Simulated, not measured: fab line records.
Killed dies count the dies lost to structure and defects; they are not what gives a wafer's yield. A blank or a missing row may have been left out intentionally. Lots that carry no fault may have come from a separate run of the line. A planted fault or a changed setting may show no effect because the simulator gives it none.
Which of the tools did it? -- flow gf180mcu -- 6 lots with 18 wafers sampled at 3 steps, on a route of 602 steps

WHAT THE GAUGES SHOWED, per wafer
GF_MIM_THK_MEAS_06.
lot,measured,on,MIM_CVD_05_THK (nm)
L527,day 24 21:31,film metro-04,41.7 42.0 41.9
L533,day 27 01:07,film metro-03,41.5 40.9 41.4
L535,day 27 18:32,film metro-03,41.8 41.9 42.2
L536,day 28 05:23,film metro-03,42.0 41.8 55.4
L544,day 30 12:40,film metro-04,41.7 42.1 42.8
L548,day 31 15:52,film metro-04,42.1 42.6 42.6

TOOL THAT RAN EACH LOT (tool first, then ch and the chambers of the sampled wafers, then the start)
lot,GF_V4_ETCH_17,GF_MIM_CVD_05
L527,"rie diel-02 ch 0,2,3, day 24 20:37 or earlier","pecvd-02 ch 0,1, day 24 21:28"
L533,"rie diel-02 ch 0,1, day 27 00:31 or earlier","pecvd-03 ch 0,1, day 27 01:05"
L535,"rie diel-02 ch 1,3, day 27 17:55 or earlier","pecvd-04 ch 1,2, day 27 18:29"
L536,"rie diel-02 ch 1,3, day 28 04:46 or earlier","pecvd-03 ch 0,1,2, day 28 05:21"
L544,"rie diel-03 ch 1,2, day 30 12:02 or earlier","pecvd-02 ch 0,1, day 30 12:36"
L548,"rie diel-04 ch 0,2,3, day 31 15:16 or earlier","pecvd-03 ch 0,1,2, day 31 15:50"
- GF_V4_ETCH_17: etches SiO2 in C4F8/O2/Ar, stops on TiN, target depth 630 nm.
- GF_MIM_CVD_05: deposits Si3N4, target thk 42 nm, time 29.086 s.

THE ANSWER, worked out from the rows above alone
Rule: what is usual is taken from the lots themselves. The widest of any qualifying gaps counts: lots, ordered by their means at a reading, are off when they make up no more than a third of the lots, leave a main group of 4 or more, and stand apart from it by 3 or more times the standard deviation of that group's means. A main group is skipped when, at the precision printed for the reading in the tables above, its means are all equal. A lot without any number at a reading at which 4 lots or more have one is off too. All remaining lots with rows at the step are treated as sound.
Off: L536, at GF_MIM_THK_MEAS_06 (MIM_CVD_05_THK). The main group has a mean of 41.9 nm with a standard deviation of 0.39.
If a tool, at a process step before that reading, ran all the lots that are off and no sound lot after the first of them, it fits. Those tools and the gauges at GF_MIM_THK_MEAS_06 are tried in the same way. Because GF_V4_ETCH_17 lacks a start for some lots, the hours and order of its lots are taken from GF_V4_THK_MEAS_25. Can't be told from this: 2 tools fit, rie diel-02 at GF_V4_ETCH_17, film metro-03 at GF_MIM_THK_MEAS_06.

WHAT THE SIMULATOR PUT IN
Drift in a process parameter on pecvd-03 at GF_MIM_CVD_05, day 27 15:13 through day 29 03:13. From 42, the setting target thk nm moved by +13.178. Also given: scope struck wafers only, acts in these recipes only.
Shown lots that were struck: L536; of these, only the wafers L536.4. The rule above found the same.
